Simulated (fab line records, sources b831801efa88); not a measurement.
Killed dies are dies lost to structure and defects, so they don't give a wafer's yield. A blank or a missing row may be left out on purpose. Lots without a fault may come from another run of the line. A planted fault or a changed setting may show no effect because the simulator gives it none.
One fault seen from 2 desks | flow sky130 | each desk has only its own numbers; what lay behind them comes last

THE METROLOGY DESK
What the gauges read, lot by lot, whatever tool the lot ran on: means of the sampled wafers that have a number. A lot is out of limits, marked OUT, if its mean lies more than 4 standard deviations from the usual mean; the brackets give that distance.
Columns: A = SONOS_ONO_CVD_02_THK at SKY_SONOS_ONO_THK_MEAS_03, usual 10.57 nm; B = GATE_OXIDE_TW at SKY_GATE_OXIDE_TW_MEAS_14, usual 224.9; C = cd_nm at SKY_POLY_CUT_CD_MEAS_08, usual 270.4 nm
lot  | first seen here | A     | B     | C
L822 | day 11 17:02    | 10.55 | 225.9 | 270.1
L823 | day 11 21:13    | 10.76 | 226.2 | 270.8
L824 | day 12 08:38    | 10.40 | 225.8 | 270.6
L825 | day 12 15:17    | 10.79 | 222.6 | 271.7
L826 | day 12 15:18    | 10.65 | 227.1 | 267.5
L827 | day 13 11:50    | 10.54 | 225.8 | 272.6
L828 | day 13 14:20    | 10.61 | 222.5 | 271.2
L829 | day 14 03:36    | 10.43 | 222.5 | 269.2
L833 | day 15 11:31    | 10.48 | 224.4 | 270.9
L835 | day 15 18:49    | 10.39 | 226.2 | 271.1
L836 | day 16 06:42    | 10.63 | 224.1 | 270.6
L837 | day 16 17:20    | 10.47 | 224.6 | 271.0
L844 | day 18 17:19    | 10.85 | 224.6 | 271.8
L845 | day 19 07:06    | 10.63 | 222.4 | 268.6
This desk's finding: nothing out of limits on any of the 14 lots.

THE TOOL OWNER'S DESK: litho_track-04
The tool's own readings at SKY_VT_ADJUST_PCH_COAT_02 (resist thk 3000 nm): means of the sampled wafers that have a number, for each lot that ran on this tool. A lot is out of limits, marked OUT, if its mean lies more than 4 standard deviations from the usual mean; the brackets give that distance.
Columns: A = dispense_pressure_kPa at SKY_VT_ADJUST_PCH_COAT_02, usual 51.2 kPa; B = exhaust_pa at SKY_VT_ADJUST_PCH_COAT_02, usual 44.9 Pa; C = spin_speed_rpm at SKY_VT_ADJUST_PCH_COAT_02, usual 1999.9 rpm
lot  | first seen here | A    | B    | C
L824 | day 10 15:37    | 50.7 | 45.8 | 1999.9
L826 | day 10 22:12    | 50.7 | 45.2 | 1998.8
L828 | day 11 20:19    | 50.7 | 44.9 | 1999.2
L829 | day 12 07:25    | 50.7 | 44.9 | 2000.2
L836 | day 14 10:40    | 50.7 | 44.9 | 2435.1 (+99 or more) OUT
L837 | day 14 20:16    | 50.7 | 45.2 | 2435.6 (+99 or more) OUT
This desk's finding: out of limits on L836, L837; first on L836, day 14 10:40 (spin_speed_rpm at SKY_VT_ADJUST_PCH_COAT_02). In limits: L824, L826, L828, L829.

PUT TOGETHER
The tool owner's desk could have raised an alarm at day 14 10:40, on L836, L837.
The metrology desk saw nothing out of limits.
The metrology desk has L836, L837 on record, within its limits.
Of the lots named, all ran SKY_VT_ADJUST_PCH_COAT_02 on litho_track-04.

WHAT THE SIMULATOR HAD PUT IN
Process parameter drift: litho_track-04, from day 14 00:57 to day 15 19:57, at SKY_VT_ADJUST_PCH_COAT_02. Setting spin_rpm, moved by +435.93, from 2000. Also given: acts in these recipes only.
Lots struck among those shown: L836, L837.
Hours from the fault's start to each desk's first reading out of limits: the tool owner's desk, 10.
